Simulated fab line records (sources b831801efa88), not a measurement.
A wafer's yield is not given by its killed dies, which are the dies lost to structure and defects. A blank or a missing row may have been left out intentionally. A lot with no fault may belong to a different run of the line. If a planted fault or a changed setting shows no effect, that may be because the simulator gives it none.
Which of the tools did it? || flow gf180mcu || Sampling: 7 lots, 21 wafers, 3 of 602 route steps

WHAT THE GAUGES READ, wafer by wafer
GF_M5_CD_MEAS_07: the cd target is 280 nm.
{"lot": "L792", "measured": "day 26 10:46", "on": "cd_sem-01", "cd_nm (nm)": "280.1 280.6 279.3"}
{"lot": "L794", "measured": "day 27 00:32", "on": "cd_sem-01", "cd_nm (nm)": "281.3 280.9 281.8"}
{"lot": "L797", "measured": "day 27 23:14", "on": "cd_sem-02", "cd_nm (nm)": "279.9 280.0 278.9"}
{"lot": "L800", "measured": "day 29 02:16", "on": "cd_sem-02", "cd_nm (nm)": "279.4 279.1 280.0"}
{"lot": "L802", "measured": "day 29 19:38", "on": "cd_sem-02", "cd_nm (nm)": "279.6 281.1 281.0"}
{"lot": "L804", "measured": "day 30 07:20", "on": "cd_sem-01", "cd_nm (nm)": "277.1 278.8 278.8"}
{"lot": "L813", "measured": "day 32 14:34", "on": "cd_sem-02", "cd_nm (nm)": "280.1 279.1 278.5"}

WHAT TOOL EACH LOT RAN ON (gives the tool, then ch and the chambers of the sampled wafers, and finally the start)
{"lot": "L792", "GF_MIM_CVD_05": "pecvd-01 ch 0,2, day 24 16:24", "GF_MIM_SPUTTER_07": "pvd_sputter-04, day 24 16:30"}
{"lot": "L794", "GF_MIM_CVD_05": "pecvd-04 ch 0,1, day 25 06:11", "GF_MIM_SPUTTER_07": "pvd_sputter-02, day 25 06:17"}
{"lot": "L797", "GF_MIM_CVD_05": "pecvd-03 ch 0,2, day 26 05:48", "GF_MIM_SPUTTER_07": "pvd_sputter-02, day 26 05:53"}
{"lot": "L800", "GF_MIM_CVD_05": "pecvd-04 ch 0,1, day 27 11:20", "GF_MIM_SPUTTER_07": "pvd_sputter-02, day 27 11:25"}
{"lot": "L802", "GF_MIM_CVD_05": "pecvd-03 ch 2, day 28 04:56", "GF_MIM_SPUTTER_07": "pvd_sputter-02, day 28 05:06"}
{"lot": "L804", "GF_MIM_CVD_05": "pecvd-01 ch 0,1, day 28 18:04", "GF_MIM_SPUTTER_07": "pvd_sputter-04, day 28 18:09"}
{"lot": "L813", "GF_MIM_CVD_05": "pecvd-01 ch 0,1,2, day 31 04:25", "GF_MIM_SPUTTER_07": "pvd_sputter-04, day 31 04:29"}
- GF_MIM_CVD_05: deposits Si3N4, target thk 42 nm, time 29.086 s.
- GF_MIM_SPUTTER_07: material TiN, target thk 60 nm, time 50 s.

THE ANSWER, worked out from the rows above alone
Rule: usual is defined by the lots themselves. Put in order of their means at a reading, lots are off if they are a third of the lots or fewer, leave a main group of 4 or more, and stand apart from it by a gap of 3 or more times the standard deviation of the main group's means; of several such gaps the widest counts. The tables above print the reading to a certain number of digits; a main group whose means all agree to those digits is not used. A lot without any number at a reading at which 4 lots or more have one is off too. Where the step has rows for the other lots, those lots are counted as sound.
Nothing can be told from this: no lot is off at any reading shown.

WHAT THE SIMULATOR PUT IN
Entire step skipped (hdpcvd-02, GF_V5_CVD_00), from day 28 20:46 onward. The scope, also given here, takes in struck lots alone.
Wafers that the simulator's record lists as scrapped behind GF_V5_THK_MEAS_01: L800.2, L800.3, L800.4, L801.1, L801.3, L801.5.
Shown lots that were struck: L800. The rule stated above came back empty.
